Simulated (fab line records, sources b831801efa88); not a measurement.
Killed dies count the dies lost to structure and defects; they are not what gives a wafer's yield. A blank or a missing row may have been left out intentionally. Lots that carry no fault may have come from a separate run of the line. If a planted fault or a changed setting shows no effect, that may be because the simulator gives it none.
fab line records	flow sky130
record lots=15	wafers=45	last-day=50
route steps=708 shown VIA2@508 CAPM@539
lots untouched by any fault: they come from a run of this same line in which no faults occurred
start-h: the number of hours between the record's first day and the start of the first shown wafer of the lot	wait-h: how many hours have passed since the lot's step before this one	" repeats the value in the row above	L1.1+2: a single row standing in for several wafers	- no value, or no start was given	* or withheld: withheld	< > ~ a bound
route shown NAME@n: names a module that has steps shown in the file, with the first one's number in the route	usual: the fault-free wafers' mean and standard deviation	same: alike in all rows	chamber/n: place in a boat	sites: the reading at each site	_std_site: the standard deviation of these	_edge_site: mean of outer sites minus mean of inner sites	radius-mm: how far each site lies from the wafer's centre	mask NAME#n: copy n	behind: the most recent tool/chamber to have shaped the wafer	hold: reason for holding the lot/hours on hold/outcome of the hold	device: the transistor (n, p or np) that didn't switch	end of line: the same wafers' tests at the end of the route	for a step that has no rows: nothing shown but its recipe	killed: at the first sort, the dies lost to defects and structure; wafer yield is something else	map: a wafer's dies, marking killed ones x, the rest . and places with no die _
set.NAME: setting as actually run; set.NAME@STEP: the setting as run at that earlier step	model.NAME: the simulator's own value behind a step, which no gauge read
a sample of lots followed through the steps of the route, with each step as a table and each wafer as a row
services: a tool's chamber out of use, with start hour (start-h, from the record's first day; less than 0 if before it), hours out, and reason
## steps
# step SKY_VIA2_THK_MEAS_01
# recipe reads=SiO2_of_VIA2_HDPCVD_00
# usual VIA2_HDPCVD_THK=1165/13
lot.wafer	tool	chamber	start-h	wait-h	VIA2_HDPCVD_THK[nm]
L238.1	film-metro-01	-	835.51	0.1	1175
L238.3	"	-	"	"	1181
L238.5	"	-	"	"	1183
L239.1	film-metro-01	-	852.07	0.1	1153
L239.5	"	-	"	"	1152
L239.6	"	-	"	"	1157
L240.1	film-metro-02	-	853.96	0.1	1166
L240.2	"	-	"	"	1147
L240.6	"	-	"	"	1176
L242.3	film-metro-01	-	870.60	0.1	1180
L242.4	"	-	"	"	1158
L242.5	"	-	"	"	1174
L243.1	film-metro-03	-	873.51	0.1	1145
L243.4	"	-	"	"	1166
L243.5	"	-	"	"	1167
L244.2	film-metro-03	-	881.10	0.1	1159
L244.3	"	-	"	"	1164
L244.6	"	-	"	"	1155
L247.1	film-metro-03	-	909.30	0.1	1161
L247.3	"	-	"	"	1153
L247.4	"	-	"	"	1181
L252.1	film-metro-02	-	934.51	0.1	1151
L252.3	"	-	"	"	1155
L252.5	"	-	"	"	1155
L253.2	film-metro-01	-	942.27	0.1	1166
L253.3	"	-	"	"	1152
L253.4	"	-	"	"	1143
L254.1	film-metro-01	-	952.16	0.1	1173
L254.5	"	-	"	"	1191
L254.6	"	-	"	"	1196
L255.2	film-metro-01	-	955.22	0.1	1180
L255.3	"	-	"	"	1180
L255.5	"	-	"	"	1181
L256.4	film-metro-01	-	966.33	0.0	1175
L256.5	"	-	"	"	1181
L256.6	"	-	"	"	1190
L258.2	film-metro-03	-	979.37	0.1	1174
L258.4	"	-	"	"	1168
L258.5	"	-	"	"	1175
L259.1	film-metro-02	-	982.70	0.1	1164
L259.2	"	-	"	"	1156
L259.3	"	-	"	"	1163
L260.1	film-metro-01	-	989.66	0.1	1168
L260.4	"	-	"	"	1151
L260.6	"	-	"	"	1165
# step SKY_VIA2_ETCH_15
# recipe target=SiO2	chemistry=C4F8/O2/Ar	target-depth-nm=546	stop-on=TiN	mask-material=KrF-thick	source-w=1500	bias-w=1200	pressure-mtorr=40	c4f8-flow-sccm=withheld	O2_flow_sccm=6	Ar_flow_sccm=300	time-s=84
# usual oes-product-au=0.938/0.0051
lot.wafer	tool	chamber	start-h	wait-h	oes-product-au	rf-hours-counter-h
L238.1	rie-diel-04	3	861.59	0.0	0.938	1
L238.3	"	2	"	"	0.944	20
L238.5	"	2	"	"	0.943	-
L239.1	rie-diel-04	2	878.50	0.0	0.935	20
L239.5	"	1	"	"	0.942	-
L239.6	"	0	"	"	0.937	-
L240.1	rie-diel-01	2	880.98	0.0	0.946	23
L240.2	"	1	"	"	0.937	7
L240.6	"	0	"	"	0.932	-
L242.3	rie-diel-03	3	896.69	0.0	0.938	1
L242.4	"	1	"	"	0.947	19
L242.5	"	0	"	"	0.941	-
L243.1	rie-diel-03	3	900.31	0.0	0.946	1
L243.4	"	2	"	"	0.934	12
L243.5	"	1	"	"	0.942	-
L244.2	rie-diel-03	0	906.04	0.0	0.933	13
L244.3	"	3	"	"	0.942	2
L244.6	"	3	"	"	0.940	-
L247.1	rie-diel-01	3	935.04	0.0	0.933	4
L247.3	"	0	"	"	0.931	11
L247.4	"	2	"	"	0.934	25
L252.1	rie-diel-01	0	959.60	0.0	0.932	11
L252.3	"	3	"	"	0.945	5
L252.5	"	2	"	"	0.935	-
L253.2	rie-diel-01	3	967.39	0.0	0.948	5
L253.3	"	2	"	"	0.935	26
L253.4	"	3	"	"	0.934	-
L254.1	rie-diel-03	0	977.06	0.0	0.933	15
L254.5	"	1	"	"	0.937	-
L254.6	"	2	"	"	0.936	-
L255.2	rie-diel-01	1	979.89	0.0	0.936	9
L255.3	"	2	"	"	0.938	26
L255.5	"	1	"	"	0.938	-
L256.4	rie-diel-03	0	990.35	0.0	0.938	15
L256.5	"	0	"	"	0.928	-
L256.6	"	3	"	"	0.949	-
L258.2	rie-diel-04	2	1004.66	0.0	0.937	2
L258.4	"	1	"	"	0.945	4
L258.5	"	1	"	"	0.936	-
L259.1	rie-diel-01	0	1006.40	0.0	0.944	13
L259.2	"	2	"	"	0.928	27
L259.3	"	1	"	"	0.939	10
L260.1	rie-diel-03	0	1013.75	0.0	0.933	16
L260.4	"	1	"	"	0.938	23
L260.6	"	3	"	"	0.937	-
# step SKY_VIA2_CMP_24
# recipe stop-on=SiO2	t-overpolish-s=20	down-force-psi=3.5	platen-rpm=60	target-thk-nm=0	pad-velocity-m-s=0.94248
# usual motor-current-A=11.7/0.79	overpolish-run-s=20.000/0.0089	time-to-endpoint-s=98/5.3
lot.wafer	tool	chamber	start-h	wait-h	motor-current-A	overpolish-run-s	time-to-endpoint-s
L238.3	cmp-01	1	862.62	0.0	12.5	19.998	91
L238.1	"	0	"	"	11.8	19.989	99
L238.5	"	1	"	"	12.9	19.988	88
L239.1	cmp-01	0	879.63	0.1	10.9	19.982	96
L239.5	"	2	"	"	11.9	19.997	101
L239.6	"	3	"	"	12.7	19.996	98
L240.2	cmp-01	1	882.01	0.0	11.9	20.000	94
L240.1	"	2	"	"	12.1	19.995	102
L240.6	"	2	"	"	11.7	20.000	105
L242.4	cmp-01	1	897.78	0.1	12.0	19.997	86
L242.3	"	2	"	"	11.9	19.993	103
L242.5	"	1	"	"	13.1	19.994	86
L243.4	cmp-02	3	901.39	0.1	10.0	19.993	88
L243.1	"	0	"	"	14.3	19.996	102
L243.5	"	3	"	"	10.1	20.015	92
L244.3	cmp-01	1	907.20	0.1	12.1	20.001	92
L244.2	"	3	"	"	11.9	19.985	98
L244.6	"	1	"	"	11.7	19.999	92
L247.4	cmp-01	0	936.07	0.0	10.7	20.001	95
L247.1	"	1	"	"	11.9	20.000	90
L247.3	"	2	"	"	11.8	20.019	101
L252.1	cmp-01	3	960.75	0.1	11.7	19.995	97
L252.3	"	1	"	"	12.8	20.003	91
L252.5	"	3	"	"	12.0	19.992	92
L253.3	cmp-01	2	968.93	0.4	11.9	20.004	103
L253.2	"	3	"	"	11.5	19.992	98
L253.4	"	0	"	"	11.5	19.995	96
L254.1	cmp-01	1	978.18	0.1	11.8	20.015	96
L254.5	"	3	"	"	11.6	19.996	97
L254.6	"	0	"	"	11.6	20.002	100
L255.2	cmp-01	1	980.92	0.0	12.5	19.997	91
L255.3	"	0	"	"	11.4	20.000	95
L255.5	"	1	"	"	11.7	19.990	93
L256.4	cmp-01	3	991.49	0.1	11.5	20.006	98
L256.6	"	1	"	"	11.3	19.993	90
L256.5	"	2	"	"	11.6	20.016	102
L258.2	cmp-01	3	1005.68	0.0	11.7	19.986	97
L258.4	"	0	"	"	11.6	19.990	98
L258.5	"	3	"	"	11.9	19.984	99
L259.1	cmp-01	1	1007.42	0.1	11.5	20.009	96
L259.3	"	3	"	"	11.5	20.001	102
L259.2	"	0	"	"	10.8	19.999	104
L260.4	cmp-01	3	1014.93	0.2	12.3	19.993	101
L260.1	"	1	"	"	12.5	20.004	96
L260.6	"	3	"	"	11.4	20.011	103
# step SKY_CAPM_SPUTTER_02
# recipe material=TiN	target-thk-nm=200	temp-c=300	power-w=6500	time-s=166.7	chamber-pressure-pa=0.4
# usual cathode-dc-power-W=6500.0/1.2	chamber-pressure-pa=0.4000/0.00082	substrate-temp-c=299.98/0.2	throttle-valve-pct=29.8/1.1
lot.wafer	tool	chamber	start-h	wait-h	cathode-dc-power-W	chamber-pressure-pa	substrate-temp-c	throttle-valve-pct
L238.1	pvd-sputter-03	-	863.16	0.1	6501.3	0.3991	300.07	29.4
L238.3	"	-	"	"	6498.9	0.3999	300.03	28.5
L238.5	"	-	"	"	6500.5	0.4013	300.10	29.2
L239.1	pvd-sputter-03	-	880.07	0.1	6499.5	0.3993	299.90	29.6
L239.5	"	-	"	"	6499.9	0.3991	299.95	29.9
L239.6	"	-	"	"	6498.3	0.4014	299.94	28.5
L240.1	pvd-sputter-01	-	882.54	0.1	6499.0	0.3995	300.21	31.3
L240.2	"	-	"	"	6501.8	0.4006	299.76	31.7
L240.6	"	-	"	"	6503.0	0.4012	299.68	31.9
L242.3	pvd-sputter-01	-	898.26	0.0	-	-	-	-
L242.4	"	-	"	"	-	-	-	-
L242.5	"	-	"	"	-	-	-	-
L243.1	pvd-sputter-03	-	901.88	0.1	-	-	-	-
L243.4	"	-	"	"	-	-	-	-
L243.5	"	-	"	"	-	-	-	-
L244.2	pvd-sputter-02	-	907.70	0.0	-	-	-	-
L244.3	"	-	"	"	-	-	-	-
L244.6	"	-	"	"	-	-	-	-
L247.1	pvd-sputter-02	-	936.60	0.1	6498.8	0.3995	299.96	29.6
L247.3	"	-	"	"	6498.5	0.4004	299.90	29.0
L247.4	"	-	"	"	6497.0	0.3989	299.93	30.1
L252.1	pvd-sputter-02	-	961.30	0.1	6500.7	0.4010	299.94	30.0
L252.3	"	-	"	"	6501.1	0.4008	299.71	29.5
L252.5	"	-	"	"	6501.1	0.4002	300.21	29.8
L253.2	pvd-sputter-02	-	969.41	0.0	6499.5	0.4004	300.11	29.8
L253.3	"	-	"	"	6500.3	0.4001	299.93	31.2
L253.4	"	-	"	"	6499.0	0.3983	300.16	29.1
L254.1	pvd-sputter-03	-	978.62	0.1	6498.3	0.3996	300.06	27.7
L254.5	"	-	"	"	6500.3	0.3998	300.02	29.3
L254.6	"	-	"	"	6500.0	0.4007	299.98	28.3
L255.2	pvd-sputter-02	-	981.45	0.0	6499.3	0.3984	300.37	29.4
L255.3	"	-	"	"	6500.6	0.4006	299.98	30.9
L255.5	"	-	"	"	6500.8	0.3995	299.91	30.0
L256.4	pvd-sputter-02	-	991.98	0.1	6499.5	0.3978	300.05	30.0
L256.5	"	-	"	"	6499.9	0.3985	299.56	29.8
L256.6	"	-	"	"	6499.5	0.4005	299.77	30.9
L258.2	pvd-sputter-01	-	1006.23	0.0	6499.0	0.4003	299.95	31.7
L258.4	"	-	"	"	6500.2	0.3996	300.08	31.5
L258.5	"	-	"	"	6499.9	0.4000	300.02	29.3
L259.1	pvd-sputter-03	-	1007.96	0.1	6501.5	0.4005	299.84	28.6
L259.2	"	-	"	"	6498.7	0.3994	299.98	29.3
L259.3	"	-	"	"	6500.9	0.4001	300.12	29.8
L260.1	pvd-sputter-02	-	1015.41	0.1	6498.0	0.3992	299.86	29.9
L260.4	"	-	"	"	6498.7	0.4006	299.78	29.7
L260.6	"	-	"	"	6499.7	0.3996	300.18	30.9
# step SKY_CAPM_RS_MEAS_03
# recipe thk-meas-gauge=four-point-probe	reads=TiN_of_CAPM_SPUTTER_02
# usual CAPM_TIN_RS=6.95/0.09
lot.wafer	tool	chamber	start-h	wait-h	CAPM_TIN_RS[ohm/sq]
L238.1	film-metro-04	-	863.27	0.1	7.04
L238.3	"	-	"	"	6.99
L238.5	"	-	"	"	7.01
L239.1	film-metro-01	-	880.18	0.1	6.92
L239.5	"	-	"	"	6.91
L239.6	"	-	"	"	6.89
L240.1	film-metro-04	-	882.65	0.1	7.05
L240.2	"	-	"	"	6.93
L240.6	"	-	"	"	6.98
L242.3	film-metro-01	-	898.41	0.1	-
L242.4	"	-	"	"	-
L242.5	"	-	"	"	-
L243.1	film-metro-03	-	901.99	0.1	-
L243.4	"	-	"	"	-
L243.5	"	-	"	"	-
L244.2	film-metro-01	-	907.83	0.1	-
L244.3	"	-	"	"	-
L244.6	"	-	"	"	-
L247.1	film-metro-03	-	936.71	0.1	6.97
L247.3	"	-	"	"	6.95
L247.4	"	-	"	"	6.97
L252.1	film-metro-04	-	961.41	0.1	7.17
L252.3	"	-	"	"	7.11
L252.5	"	-	"	"	7.18
L253.2	film-metro-03	-	969.54	0.1	7.09
L253.3	"	-	"	"	7.03
L253.4	"	-	"	"	7.01
L254.1	film-metro-03	-	978.73	0.1	6.88
L254.5	"	-	"	"	6.92
L254.6	"	-	"	"	6.88
L255.2	film-metro-04	-	981.58	0.1	7.01
L255.3	"	-	"	"	6.94
L255.5	"	-	"	"	7.04
L256.4	film-metro-04	-	992.09	0.1	6.92
L256.5	"	-	"	"	6.94
L256.6	"	-	"	"	6.80
L258.2	film-metro-04	-	1006.36	0.1	6.92
L258.4	"	-	"	"	6.91
L258.5	"	-	"	"	6.95
L259.1	film-metro-03	-	1008.07	0.1	6.79
L259.2	"	-	"	"	6.82
L259.3	"	-	"	"	6.81
L260.1	film-metro-04	-	1015.52	0.1	6.93
L260.4	"	-	"	"	6.94
L260.6	"	-	"	"	6.85
# step SKY_CAPM_THK_MEAS_04
# recipe thk-meas-gauge=xrf	reads=TiN_of_CAPM_SPUTTER_02
# usual CAPM_TIN_THK=200/3.1
lot.wafer	tool	chamber	start-h	wait-h	CAPM_TIN_THK[nm]
L238.1	film-metro-04	-	863.39	0.1	199
L238.3	"	-	"	"	201
L238.5	"	-	"	"	199
L239.1	film-metro-01	-	880.30	0.1	199
L239.5	"	-	"	"	199
L239.6	"	-	"	"	200
L240.1	film-metro-04	-	882.77	0.1	200
L240.2	"	-	"	"	203
L240.6	"	-	"	"	202
L242.3	film-metro-01	-	898.51	0.1	<0
L242.4	"	-	"	"	<0
L242.5	"	-	"	"	<0
L243.1	film-metro-03	-	902.11	0.1	<0
L243.4	"	-	"	"	<0
L243.5	"	-	"	"	<0
L244.2	film-metro-01	-	907.94	0.1	<0
L244.3	"	-	"	"	<0
L244.6	"	-	"	"	<0
L247.1	film-metro-03	-	936.83	0.1	199
L247.3	"	-	"	"	199
L247.4	"	-	"	"	198
L252.1	film-metro-04	-	961.53	0.1	196
L252.3	"	-	"	"	197
L252.5	"	-	"	"	196
L253.2	film-metro-03	-	969.65	0.1	197
L253.3	"	-	"	"	198
L253.4	"	-	"	"	199
L254.1	film-metro-03	-	978.85	0.1	202
L254.5	"	-	"	"	201
L254.6	"	-	"	"	202
L255.2	film-metro-04	-	981.69	0.1	200
L255.3	"	-	"	"	202
L255.5	"	-	"	"	199
L256.4	film-metro-04	-	992.18	0.1	203
L256.5	"	-	"	"	203
L256.6	"	-	"	"	206
L258.2	film-metro-04	-	1006.47	0.1	204
L258.4	"	-	"	"	202
L258.5	"	-	"	"	202
L259.1	film-metro-03	-	1008.19	0.1	205
L259.2	"	-	"	"	205
L259.3	"	-	"	"	205
L260.1	film-metro-04	-	1015.64	0.1	201
L260.4	"	-	"	"	202
L260.6	"	-	"	"	205
# step SKY_CAPM_METAL_ETCH_13
# recipe target-depth-nm=220	stop-on=SiO2	chemistry=Cl2/BCl3	target=TiN	pressure-mtorr=10	icp-w=900	bias-w=48.5	Cl2_flow_sccm=60	bcl3-flow-sccm=30	time-s=62.9
# usual drypump-motor-current-A=6.0/0.52	oes-product-au=0.940/0.0079	throttle-valve-pct=21.903/0.01
lot.wafer	tool	chamber	start-h	wait-h	drypump-motor-current-A	oes-product-au	rf-hours-counter-h	throttle-valve-pct
L238.1	rie-metal-01	1	889.18	0.0	6.6	0.947	7	21.898
L238.3	"	0	"	"	5.6	0.939	-	21.893
L238.5	"	0	"	"	5.6	0.931	-	21.925
L239.1	rie-metal-01	1	905.18	0.0	6.6	0.937	8	21.905
L239.5	"	0	"	"	5.6	0.930	-	21.888
L239.6	"	1	"	"	6.6	0.947	-	21.920
L240.1	rie-metal-03	1	908.33	0.0	6.5	0.939	16	21.885
L240.2	"	0	"	"	5.6	0.935	7	21.901
L240.6	"	1	"	"	6.5	0.933	-	21.884
L242.3	rie-metal-03	1	923.00	0.0	6.5	0.373	-	22.267
L242.4	"	0	"	"	5.6	0.375	-	22.258
L242.5	"	0	"	"	5.6	0.378	-	22.262
L243.1	rie-metal-03	0	926.38	0.0	5.6	0.374	8	22.272
L243.4	"	1	"	"	6.5	0.375	-	22.260
L243.5	"	0	"	"	5.6	0.376	-	22.263
L244.2	rie-metal-04	0	932.48	0.0	5.1	0.377	7	22.239
L244.3	"	1	"	"	5.8	0.372	-	22.261
L244.6	"	0	"	"	5.1	0.384	-	22.279
L247.1	rie-metal-01	0	960.68	0.0	5.6	0.939	7	21.908
L247.3	"	1	"	"	6.6	0.930	-	21.903
L247.4	"	0	"	"	5.6	0.938	-	21.914
L252.1	rie-metal-04	1	985.48	0.0	5.8	0.925	15	21.913
L252.3	"	1	"	"	5.8	0.929	-	21.909
L252.5	"	1	"	"	5.8	0.929	-	21.915
L253.2	rie-metal-01	0	993.58	0.0	5.6	0.928	9	21.935
L253.3	"	0	"	"	5.6	0.931	-	21.905
L253.4	"	1	"	"	6.7	0.933	-	21.903
L254.1	rie-metal-04	0	1002.63	0.0	5.1	0.939	11	21.894
L254.5	"	0	"	"	5.1	0.944	-	21.905
L254.6	"	1	"	"	5.8	0.937	-	21.898
L255.2	rie-metal-03	0	1005.38	0.0	5.6	0.936	13	21.900
L255.3	"	0	"	"	5.6	0.938	-	21.887
L255.5	"	0	"	"	5.6	0.929	-	21.903
L256.4	rie-metal-04	1	1015.21	0.0	5.8	0.942	-	21.910
L256.5	"	1	"	"	5.8	0.938	-	21.885
L256.6	"	0	"	"	5.1	0.956	-	21.888
L258.2	rie-metal-03	0	1029.03	0.0	5.6	0.939	15	21.918
L258.4	"	1	"	"	6.5	0.939	-	21.897
L258.5	"	1	"	"	6.5	0.942	-	21.901
L259.1	rie-metal-03	1	1030.48	0.0	6.5	0.951	4	21.902
L259.2	"	0	"	"	5.6	0.949	15	21.903
L259.3	"	0	"	"	5.7	0.948	-	21.905
L260.1	rie-metal-01	0	1038.08	0.0	5.6	0.945	12	21.902
L260.4	"	0	"	"	5.6	0.946	-	21.898
L260.6	"	1	"	"	6.6	0.946	-	21.889
## services
tool	chamber	start-h	hours	kind
cmp-01	-	846.65	2.5	repair
cmp-01	-	851.60	1.3	repair
rie-diel-01	2	853.08	7.4	repair
rie-diel-03	0	866.18	6.6	repair
rie-diel-01	-	875.20	0.3	repair
rie-metal-04	-	894.34	28.1	pm
pvd-sputter-01	-	906.76	4.3	repair
rie-diel-01	-	909.07	6.1	repair
cmp-01	-	913.18	1.4	repair
rie-diel-04	0	925.82	8.5	repair
rie-metal-01	-	931.16	4.3	pm
rie-diel-01	3	940.07	6.2	repair
rie-metal-04	-	945.63	1.4	pm
pvd-sputter-03	-	962.46	3.5	repair
rie-diel-01	1	965.96	2.2	repair
pvd-sputter-02	-	971.06	2.7	repair
rie-diel-01	1	980.60	5.8	repair
rie-diel-01	-	988.84	5.2	repair
pvd-sputter-02	-	994.42	3.8	repair
pvd-sputter-02	-	1002.90	4.4	repair
rie-metal-04	-	1006.62	2.8	pm
pvd-sputter-02	-	1019.95	2.1	repair
pvd-sputter-03	-	1026.80	2.7	repair
rie-diel-03	-	1028.48	14.6	pm
## key
first-sign step=SKY_CAPM_SPUTTER_02	reading=tool-record	direction=missing
effect step=SKY_CAPM_RS_MEAS_03	reading=CAPM_TIN_RS	direction=missing
effect step=SKY_CAPM_THK_MEAS_04	reading=CAPM_TIN_THK	direction=down	sigmas=65	usual=200	struck=<0
effect step=SKY_CAPM_METAL_ETCH_13	reading=oes-product-au	direction=down	sigmas=71	usual=0.940	struck=0.376
met-at SKY_CAPM_SPUTTER_02
struck-lots L242,L243,L244
later-rows-left-out L242.3,L242.4,L242.5,L243.1,L243.4,L243.5,L244.2,L244.3,L244.6
sort-left-out L242.3,L242.4,L242.5,L243.1,L243.4,L243.5,L244.2,L244.3,L244.6
not-acting-at SKY_VIA2_THK_MEAS_01,SKY_VIA2_ETCH_15,SKY_VIA2_CMP_24
onset-between 882.54 898.26
fault kind=skipped-step-whole	tool=pvd-sputter-01,pvd-sputter-02,pvd-sputter-03	chamber=-	onset-h=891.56	steps=SKY_CAPM_SPUTTER_02	scope=struck-lots-only
# sort-left-out: the simulated sort isn't trusted on such a fault, so these wafers' sort isn't shown, and their yield isn't known
# later-rows-left-out: the simulator's readings of these wafers behind a module that went badly wrong aren't trusted and aren't shown, but for the sort
